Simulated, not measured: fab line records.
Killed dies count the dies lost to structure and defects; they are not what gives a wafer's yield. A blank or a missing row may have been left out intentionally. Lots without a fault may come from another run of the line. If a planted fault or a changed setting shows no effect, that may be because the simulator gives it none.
What tool caused it? :: flow sky130 :: Sampling: 14 lots, 39 wafers, 3 of 708 route steps

== WHAT THE GAUGES SHOWED, per wafer ==
SKY_RES_XHIGH_TW_MEAS_09.
lot: L318
measured: day 26 12:37
on: film_metro-03
RES_XHIGH_TW: 1645 1643 1645

lot: L320
measured: day 28 07:22
on: film_metro-02
RES_XHIGH_TW: 1615 1632 1627

lot: L321
measured: day 28 08:57
on: film_metro-04
RES_XHIGH_TW: 1646 1649 1650

lot: L323
measured: day 31 22:30
on: film_metro-04
RES_XHIGH_TW: 1636 1639 1631

lot: L324
measured: day 31 23:43
on: film_metro-02
RES_XHIGH_TW: 1638 1634 1628

lot: L332
measured: day 32 09:16
on: film_metro-04
RES_XHIGH_TW: 1635 1641

lot: L331
measured: day 32 10:12
on: film_metro-04
RES_XHIGH_TW: 1641 1637

lot: L334
measured: day 32 10:49
on: film_metro-04
RES_XHIGH_TW: 1634 1631

lot: L335
measured: day 32 11:43
on: film_metro-04
RES_XHIGH_TW: 1635 1635 1635

lot: L336
measured: day 32 14:29
on: film_metro-04
RES_XHIGH_TW: 1633 1640 1640

lot: L337
measured: day 32 21:43
on: film_metro-04
RES_XHIGH_TW: 1644 1628 1637

lot: L338
measured: day 33 01:22
on: film_metro-03
RES_XHIGH_TW: 1641 1643 1639

lot: L340
measured: day 33 12:34
on: film_metro-03
RES_XHIGH_TW: 1629 1636 1638

lot: L341
measured: day 34 01:35
on: film_metro-02
RES_XHIGH_TW: 1632 1634 1639

SKY_SD_N_CD_MEAS_07 targets a cd of 380 nm.
lot: L318
measured: day 27 17:17
on: cd_sem-01
cd_nm (nm): 378.6 380.9 379.1

lot: L320
measured: day 29 11:21
on: cd_sem-02
cd_nm (nm): 379.4 381.3 381.0

lot: L321
measured: day 29 12:47
on: cd_sem-01
cd_nm (nm): 379.3 382.0 379.5

lot: L323
measured: day 33 01:15
on: cd_sem-02
cd_nm (nm): 382.7 384.0 383.2

lot: L324
measured: day 33 02:13
on: cd_sem-02
cd_nm (nm): 376.8 378.7 379.5

lot: L332
measured: day 33 11:49
on: cd_sem-01
cd_nm (nm): 377.0 378.7

lot: L331
measured: day 33 12:35
on: cd_sem-02
cd_nm (nm): 378.3 379.8

lot: L334
measured: day 33 14:33
on: cd_sem-02
cd_nm (nm): 381.1 383.5

lot: L335
measured: day 33 14:44
on: cd_sem-01
cd_nm (nm): 376.0 378.5 374.6

lot: L336
measured: day 33 16:33
on: cd_sem-01
cd_nm (nm): 377.6 375.5 372.3

lot: L337
measured: day 34 00:46
on: cd_sem-01
cd_nm (nm): 381.2 381.0 380.6

lot: L338
measured: day 34 04:11
on: cd_sem-01
cd_nm (nm): 380.0 382.6 381.2

lot: L340
measured: day 34 15:04
on: cd_sem-01
cd_nm (nm): 380.2 377.7 380.0

lot: L341
measured: day 35 04:11
on: cd_sem-01
cd_nm (nm): 379.0 377.9 378.3

== TOOL THAT RAN EACH LOT (tool first, then ch and the chambers of the sampled wafers, then the start) ==
lot: L318
SKY_SD_P_STRIP_10: plasma_asher-04 ch 0,1, day 25 07:09

lot: L320
SKY_SD_P_STRIP_10: plasma_asher-03 ch 0,1, day 27 03:13

lot: L321
SKY_SD_P_STRIP_10: plasma_asher-02 ch 0,1, day 27 04:27

lot: L323
SKY_SD_P_STRIP_10: plasma_asher-02 ch 0,1, day 30 18:24

lot: L324
SKY_SD_P_STRIP_10: plasma_asher-04 ch 0,1, day 30 19:45

lot: L332
SKY_SD_P_STRIP_10: plasma_asher-03 ch 0, day 31 05:45

lot: L331
SKY_SD_P_STRIP_10: plasma_asher-03 ch 0,1, day 31 06:51

lot: L334
SKY_SD_P_STRIP_10: plasma_asher-03 ch 0,1, day 31 07:27

lot: L335
SKY_SD_P_STRIP_10: plasma_asher-02 ch 0,1, day 31 08:24

lot: L336
SKY_SD_P_STRIP_10: plasma_asher-02 ch 0,1, day 31 11:22

lot: L337
SKY_SD_P_STRIP_10: plasma_asher-03 ch 0,1, day 31 19:43

lot: L338
SKY_SD_P_STRIP_10: plasma_asher-02 ch 0,1, day 31 22:27

lot: L340
SKY_SD_P_STRIP_10: plasma_asher-02 ch 0,1, day 32 10:00

lot: L341
SKY_SD_P_STRIP_10: plasma_asher-02 ch 0,1, day 32 22:35
- SKY_SD_P_STRIP_10: strips in O2/N2.

== WHAT THE TOOLS THEMSELVES READ (means of the sampled wafers that have a number; where no wafer has one, the mark that the record gives instead) ==
SKY_SD_P_STRIP_10.
lot: L318
tool: plasma_asher-04
chamber_pressure_mTorr (mTorr): 1500.8
drypump_motor_current_A (A): 6.1
oes_product_au (a.u.): 0.619
strip_time_to_endpoint_s (s): 17.55

lot: L320
tool: plasma_asher-03
chamber_pressure_mTorr (mTorr): 1499.5
drypump_motor_current_A (A): 5.5
oes_product_au (a.u.): 0.613
strip_time_to_endpoint_s (s): 17.55

lot: L321
tool: plasma_asher-02
chamber_pressure_mTorr (mTorr): 1499.9
drypump_motor_current_A (A): 6.3
oes_product_au (a.u.): 0.619
strip_time_to_endpoint_s (s): 17.57

lot: L323
tool: plasma_asher-02
chamber_pressure_mTorr (mTorr): 1499.5
drypump_motor_current_A (A): 6.2
oes_product_au (a.u.): 0.620
strip_time_to_endpoint_s (s): 17.46

lot: L324
tool: plasma_asher-04
chamber_pressure_mTorr (mTorr): 1499.6
drypump_motor_current_A (A): 6.1
oes_product_au (a.u.): 0.618
strip_time_to_endpoint_s (s): 17.50

lot: L332
tool: plasma_asher-03
chamber_pressure_mTorr (mTorr): 1500.3
drypump_motor_current_A (A): 5.8
oes_product_au (a.u.): 0.612
strip_time_to_endpoint_s (s): 17.51

lot: L331
tool: plasma_asher-03
chamber_pressure_mTorr (mTorr): 1500.3
drypump_motor_current_A (A): 5.3
oes_product_au (a.u.): 0.616
strip_time_to_endpoint_s (s): 17.46

lot: L334
tool: plasma_asher-03
chamber_pressure_mTorr (mTorr): 1500.8
drypump_motor_current_A (A): 5.3
oes_product_au (a.u.): 0.613
strip_time_to_endpoint_s (s): 17.54

lot: L335
tool: plasma_asher-02
chamber_pressure_mTorr (mTorr): 1502.4
drypump_motor_current_A (A): 5.9
oes_product_au (a.u.): 0.620
strip_time_to_endpoint_s (s): 17.52

lot: L336
tool: plasma_asher-02
chamber_pressure_mTorr (mTorr): 1500.7
drypump_motor_current_A (A): 5.8
oes_product_au (a.u.): 0.618
strip_time_to_endpoint_s (s): 17.43

lot: L337
tool: plasma_asher-03
chamber_pressure_mTorr (mTorr): 1500.6
drypump_motor_current_A (A): 5.5
oes_product_au (a.u.): 0.617
strip_time_to_endpoint_s (s): 17.51

lot: L338
tool: plasma_asher-02
chamber_pressure_mTorr (mTorr): 1499.2
drypump_motor_current_A (A): 6.2
oes_product_au (a.u.): 0.615
strip_time_to_endpoint_s (s): 17.44

lot: L340
tool: plasma_asher-02
chamber_pressure_mTorr (mTorr): 1500.5
drypump_motor_current_A (A): 5.8
oes_product_au (a.u.): 0.621
strip_time_to_endpoint_s (s): 17.52

lot: L341
tool: plasma_asher-02
chamber_pressure_mTorr (mTorr): 1501.0
drypump_motor_current_A (A): 5.8
oes_product_au (a.u.): 0.617
strip_time_to_endpoint_s (s): 17.52

== THE ANSWER, worked out from the rows above alone ==
Rule: usual is defined by the lots themselves. Put in order of their means at a reading, lots are off if they are a third of the lots or fewer, leave a main group of 4 or more, and stand apart from it by a gap of 3 or more times the standard deviation of the main group's means; of several such gaps the widest counts. The tables above print the reading to a certain number of digits; a main group whose means all agree to those digits is not used. A lot without any number at a reading at which 4 lots or more have one is off too. All remaining lots with rows at the step are treated as sound. First the gauges in route order, then the tools' own readings, where a lot's mean is used as printed above. At the first step where some lot is off, the reading lying furthest off is the one used; lots without a number count as furthest.
No lot is off at any reading shown: from this, nothing can be told.

== WHAT THE SIMULATOR HAD PUT IN ==
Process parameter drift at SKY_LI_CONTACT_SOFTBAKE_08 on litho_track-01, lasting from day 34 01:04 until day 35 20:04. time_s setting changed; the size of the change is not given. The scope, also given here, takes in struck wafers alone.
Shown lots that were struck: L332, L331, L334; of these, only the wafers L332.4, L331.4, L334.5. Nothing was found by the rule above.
